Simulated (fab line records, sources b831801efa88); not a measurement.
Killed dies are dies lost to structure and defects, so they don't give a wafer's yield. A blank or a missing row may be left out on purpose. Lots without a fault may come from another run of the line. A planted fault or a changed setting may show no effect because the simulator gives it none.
Problem report in the 8D (eight disciplines) form, filled by code | flow sky130 | the parts of the form that need people (team, actions taken, sign-off) are left out

1. THE PROBLEM
run_length_s at SKY_VIA2_SOFTBAKE_08 reads a mean of 95.57 s on 6 wafers of 2 lots; wafers without a fault read 119.23 s with a standard deviation of 0.16. That is -99 or more standard deviations from the usual mean.
The step: time 90 s.
First seen on wafer L273.1, day 40 03:00, on litho_track-01. The record holds 36 wafers of 12 lots with a number at this step. Rule for "out", or "out of limits": more than 4 standard deviations from the usual mean. The other wafers with a number count as sound.

2. WHAT IT IS AND WHAT IT IS NOT
question                    | is                                 | is not
which readings at this step | run_length_s, heater_power_total_W | -
which lots                  | L273, L276                         | L260, L262, L264, L265, L266, L267, L274, L280, L282, L283
which wafers of those lots  | all that have a number             | -
read on which tools         | litho_track-01                     | litho_track-02, litho_track-03
when                        | from day 40 03:00                  | up to then (18 sound wafers); but 12 sound wafers of L274, L280, L282, L283 came after

3. SUSPECTS, AND WHAT RULES EACH OUT
Counting: a tool at a process step up to the reading stays a suspect if it ran every lot that is out and no sound lot after the first of them.
- rie_metal-04 at SKY_METAL2_DESCUM_17 (chemistry O2, time 8 s): ruled out as a lasting fault. Sound lots L283 ran on it after its first lot that is out, L273 (day 39 14:25).
- litho_track-01 at SKY_VIA2_SOFTBAKE_08 (time 90 s): kept. It ran every lot that is out, first L273 (day 40 03:00), and no sound lot after that; its last sound lot up to then is L266 (day 38 05:00). Its own readings are out on those wafers: heater_power_total_W, run_length_s.
Left after counting: litho_track-01 at SKY_VIA2_SOFTBAKE_08.

4. THE CAUSE (what the simulator had put in)
Process parameter drift: litho_track-01, from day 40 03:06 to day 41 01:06, at SKY_VIA2_SOFTBAKE_08. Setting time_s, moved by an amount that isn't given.
Counting left only this tool.

5. THE CHAIN OF EFFECTS, in route order
Each row: a reading whose mean over the struck wafers that have a number lies more than 3 standard deviations from the usual. Only readings for which the record gives a usual standard deviation are gone through. hours: the time from each lot's start at the first step in this table that gives one to its start at this step, as a median over the lots. sigmas: the change in usual standard deviations.
hours | step                 | reading              | usual    | on struck wafers | change | sigmas
0     | SKY_VIA2_SOFTBAKE_08 | heater_power_total_W | 57.36 W  | 63.53            | +6.17  | +56
0     | SKY_VIA2_SOFTBAKE_08 | run_length_s         | 119.23 s | 95.57            | -23.66 | -99 or more
The process steps in it:
- SKY_VIA2_SOFTBAKE_08: time 90 s.
Later measuring or inspecting steps at which every struck wafer that the step has a row for has a number for every such reading, and none has moved that far: SKY_VIA2_CD_MEAS_12.

6. WHAT WOULD HAVE CAUGHT IT SOONER
In this record the first reading out of limits was taken at day 40 03:00.
